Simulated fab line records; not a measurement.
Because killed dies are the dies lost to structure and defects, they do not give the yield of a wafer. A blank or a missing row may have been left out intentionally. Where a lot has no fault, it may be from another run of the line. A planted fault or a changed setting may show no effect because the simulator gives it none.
Struck lot and sound lot, side by side / flow sky130 / 23 out of 708 route steps
Sound: these wafers, L843.2, L843.5, L843.6. Wafers L858.1, L858.3, L858.5 were the ones struck. The cause is given at the end.
Each step with rows lists, per side, the tool, then ch with its chambers, then its first start. Under that, the readings that differ: sound wafers / struck wafers / difference of the means / sigmas: that difference in standard deviations of wafers without a fault.
alike: a reading whose means differ by less than 2 such deviations, as well as words and numbers matching on both sides. not compared: withheld readings; readings where some wafer has no value; bounds like >300 that might hide an equal value; numbers whose values overlap and for which the record gives no deviation.
The two part at a step that has a row with sigmas, a row that says differs or no value, or rows on one side only. Numbers that have no deviation but don't overlap get no sigmas and don't part them. Lack of a reading on every wafer of one side parts them only where that side has two or more wafers.

first, 1 step without rows for these wafers: SKY_SONOS_ONO_DEVELOP_12 (develop time 60 s).
SKY_SONOS_ONO_CD_MEAS_13: the cd target is 410 nm.
  sound: cd-sem-01 at day 14 19:35; struck: cd-sem-02 at day 19 21:33
  alike: cd-nm
SKY_SONOS_ONO_OVL_MEAS_14:
  sound: overlay-01 at day 14 19:41; struck: overlay-02 at day 19 21:40
  alike: SONOS_ONO_OVL
SKY_SONOS_ONO_ETCH_15: etches the open film in CHF3/O2, target depth 19.52 nm, time 7.8 s.
  sound on rie-diel-03 ch 2,3, day 14 19:43; struck on rie-diel-03 ch 1,2,3, day 19 21:43
  alike: chf3-flow-sccm, drypump-motor-current-A, oes-product-au, throttle-valve-pct
  not compared: rf-hours-counter-h
then, 1 step without rows for these wafers: SKY_SONOS_ONO_WET_ETCH_16 (etches SiO2 in dHF, target depth 14 nm, time 280 s).
SKY_SONOS_ONO_STRIP_17: strips in O2/N2.
  sound on plasma-asher-01 ch 0,1, day 14 19:49; struck on plasma-asher-01 ch 0,1, day 19 21:49
reading=strip-time-to-endpoint-s (s); sound=14.11 14.20 14.13; struck=14.02 14.06 14.06; difference=-0.10; sigmas=-2
  alike: drypump-motor-current-A, oes-product-au
  not compared: rf-hours-counter-h
then, 3 steps without rows for these wafers: SKY_SONOS_ONO_WET_ETCH_18 (etches Si3N4 in H3PO4, target depth 15 nm, time 172 s); SKY_GATE_OXIDE_CLEAN_00 (cleans in SC1/SC2, time 150 s); SKY_GATE_OXIDE_OXIDATION_01 (stabilise 600 s, purge 300 s, target thk 10.268 nm).
SKY_GATE_OXIDE_THK_MEAS_02:
  sound: film-metro-03 at day 14 21:27; struck: film-metro-04 at day 20 00:44
  alike: GATE_OXIDE_OXIDATION_00_THK
then, 2 steps without rows for these wafers: SKY_GATE_OXIDE_DEHYDRATE_03 (time 60 s); SKY_GATE_OXIDE_HMDS_04 (prime time 60 s).
SKY_GATE_OXIDE_COAT_05: resist thk 1140 nm.
  sound on litho-track-01 ch 0, day 15 10:29; struck on litho-track-02 ch 0, day 20 15:55
reading=model.NOVOLAK_of_GATE_OXIDE_COAT_05.thk-nm (nm); sound=1146 1142 1144; struck=488.5 487.1 486.8; difference=-656.5; sigmas=
  alike: chill-plate-temp-C
then, 3 steps without rows for these wafers: SKY_GATE_OXIDE_SOFTBAKE_06 (time 60 s); SKY_GATE_OXIDE_EXPOSE_07 (exposes mask LVOM, target cd 600 nm); SKY_GATE_OXIDE_PEB_08.
SKY_GATE_OXIDE_DEVELOP_09: develop time 60 s.
  sound on litho-track-02 ch 0, day 15 23:17; struck on litho-track-02 ch 0, day 21 06:40
reading=model.NOVOLAK_of_GATE_OXIDE_COAT_05.thk-nm (nm); sound=1145 1141 1143; struck=488.1 486.6 486.4; difference=-656.0; sigmas=
  alike: chill-plate-temp-C
SKY_GATE_OXIDE_OVL_MEAS_10:
  sound: overlay-01 at day 15 23:25; struck: overlay-02 at day 21 06:49
  alike: GATE_OXIDE_OVL
then, 2 steps without rows for these wafers: SKY_GATE_OXIDE_IMPLANT_11; SKY_GATE_OXIDE_WET_ETCH_12 (etches SiO2 in dHF, target depth 16.8 nm, time 336 s).
SKY_GATE_OXIDE_STRIP_13: strips in O2/N2.
  sound on plasma-asher-04 ch 0,1, day 15 23:41; struck on plasma-asher-02 ch 1, day 21 07:06
reading=oes-product-au (a.u.); sound=0.715 0.717 0.711; struck=0.503 0.506 0.502; difference=-0.211; sigmas=-47
reading=strip-time-to-endpoint-s (s); sound=14.25 14.20 14.23; struck=6.52 6.49 6.50; difference=-7.72; sigmas=-99 or more
  alike: drypump-motor-current-A
  not compared: rf-hours-counter-h
SKY_GATE_OXIDE_TW_MEAS_14:
  sound: film-metro-02 at day 15 23:48; struck: film-metro-02 at day 21 07:12
  alike: GATE_OXIDE_TW
-- record jumps: 29 days separate the struck wafers' starts on either side; left off in module GATE_OXIDE, taken up again in module PAD_OPEN, whose first shown step is the route's number 708 --
SKY_PAD_OPEN_PROBE_99:
  sound: prober-02 at day 47 14:17; struck: prober-02 at day 50 13:55
  alike: killed_at_M0_to_M3, killed_at_M4_up, killed-at-contacts, killed-at-front-end, killed-at-other, killed-dies, killed-open, killed-short

== WHERE THEY PART ==
Last at SKY_GATE_OXIDE_STRIP_13 as far as this record goes, first at SKY_SONOS_ONO_STRIP_17. Later steps at which nothing parts them and some readings are alike: SKY_GATE_OXIDE_TW_MEAS_14, SKY_PAD_OPEN_PROBE_99.

WHY: what the simulator had put in
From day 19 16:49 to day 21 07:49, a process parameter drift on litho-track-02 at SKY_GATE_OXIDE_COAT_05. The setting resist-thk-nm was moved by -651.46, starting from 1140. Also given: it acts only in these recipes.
